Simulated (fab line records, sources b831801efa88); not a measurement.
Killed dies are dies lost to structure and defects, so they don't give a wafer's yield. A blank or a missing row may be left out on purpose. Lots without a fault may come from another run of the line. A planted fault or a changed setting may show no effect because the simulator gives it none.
Chamber matching | flow sky130 | SKY_VIA3_CMP_02 on cmp-01: 4 sister chambers
The step polishes SiO2. 18 wafers are shown with their chamber, then 9 later ones without.

WAFERS WITH THEIR CHAMBER
wafer  | chamber | motor_current_A (A) | slurry_flow_ml_min
L419.1 | 1       | 13.9                | 150.2
L419.5 | 3       | 10.2                | 148.9
L419.6 | 0       | 11.1                | 150.1
L421.3 | 1       | 14.2                | 149.3
L421.4 | 0       | 11.3                | 150.5
L421.6 | 0       | 10.9                | 150.0
L428.1 | 1       | 13.5                | 150.1
L428.2 | 2       | 11.8                | 149.4
L428.3 | 3       | 10.0                | 150.5
L433.1 | 2       | 11.4                | 150.6
L433.2 | 1       | 13.2                | 150.2
L433.3 | 0       | 10.7                | 150.0
L435.1 | 3       | 9.6                 | 150.0
L435.2 | 2       | 11.9                | 150.1
L435.3 | 1       | 13.6                | 151.0
L437.4 | 0       | 11.4                | 150.3
L437.5 | 3       | 10.1                | 150.2
L437.6 | 2       | 11.7                | 150.4

SIGNATURES (means of the wafers above)
reading            | chamber 0 | chamber 1 | chamber 2 | chamber 3 | scatter within a chamber
motor_current_A    | 11.080    | 13.680    | 11.700    | 9.975     | 0.3
slurry_flow_ml_min | 150.180   | 150.160   | 150.125   | 149.900   | 0.53
Rule: a wafer's distance from a chamber is the root of the sum, over the readings, of the square of ((its reading less the chamber's mean) divided by the reading's scatter). The wafer belongs to the nearest chamber; if the next one is less than 2 further off, it can't be placed. The scatter: the root of (the sum of the squares of (reading less its chamber's mean) over the shown wafers, divided by (wafers less chambers)).

WAFERS WITHOUT THEIR CHAMBER
wafer  | motor_current_A (A) | slurry_flow_ml_min
L439.1 | 13.6                | 149.5
L439.4 | 9.5                 | 149.5
L439.5 | 12.3                | 150.1
L441.4 | 11.7                | 150.2
L441.5 | 9.9                 | 150.0
L441.6 | 11.4                | 150.2
L442.2 | 11.5                | 149.7
L442.3 | 11.5                | 150.7
L442.4 | 10.1                | 150.5

WHICH CHAMBER EACH WENT THROUGH
wafer  | from the rows above     | in truth
L439.1 | 1                       | 1
L439.4 | 3                       | 3
L439.5 | 2                       | 2
L441.4 | can't be placed: 2 or 0 | 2
L441.5 | 3                       | 3
L441.6 | can't be placed: 2 or 0 | 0
L442.2 | can't be placed: 2 or 0 | 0
L442.3 | can't be placed: 2 or 0 | 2
L442.4 | 3                       | 3
Placed correctly: 5 of 9. Can't be placed from these rows: 4 (the true chamber is among the candidates in 4). Placed wrongly: 0.
